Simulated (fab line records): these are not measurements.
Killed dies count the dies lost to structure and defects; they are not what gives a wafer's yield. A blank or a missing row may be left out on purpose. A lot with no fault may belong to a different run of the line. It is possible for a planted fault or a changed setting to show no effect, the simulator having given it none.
Chamber matching | flow sky130 | SKY_CONTACT_ETCH_16 on rieDiel-04 has 4 sister chambers
The step etches BARC in N2/H2, stops on SiO2, time 45.9 s, target depth 60 nm. 4 wafers are shown with their chamber, then 8 later ones without.

## EACH WAFER AND ITS CHAMBER
wafer  | chamber | drypumpMotorCurrentA (A)
L086.1 | 1       | 6.1
L086.4 | 3       | 4.7
L086.6 | 2       | 5.6
L090.2 | 0       | 6.3

## WAFERS WHOSE CHAMBER IS MISSING
wafer  | drypumpMotorCurrentA (A)
L090.4 | 6.1
L090.6 | 4.7
L096.2 | 4.7
L096.4 | 6.2
L096.5 | 6.2
L097.1 | 4.7
L097.3 | 5.6
L097.6 | 6.2

## THE CHAMBER EACH PASSED THROUGH
wafer  | from the rows above     | in truth
L090.4 | 1                       | 1
L090.6 | 3                       | 3
L096.2 | 3                       | 3
L096.4 | can't be placed: 0 or 1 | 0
L096.5 | can't be placed: 0 or 1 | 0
L097.1 | 3                       | 3
L097.3 | 2                       | 2
L097.6 | can't be placed: 0 or 1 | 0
5 of 8 placed correctly. Cannot be placed on the basis of these rows: 3; the candidates contain the true chamber in 3. Wrongly placed: 0.
How it was worked out, from the rows above alone: a wafer's distance from a chamber is the root of the sum, over the readings, of the square of ((its reading less the chamber's mean) divided by the reading's scatter). The wafer belongs to the nearest chamber; if the next one is less than 2 further off, it can't be placed. The mean given for a chamber averages the wafers shown for that chamber. The scatter (one wafer shown for each chamber): square how far every hidden wafer sits from the nearest shown wafer, average those squares and take the square root.
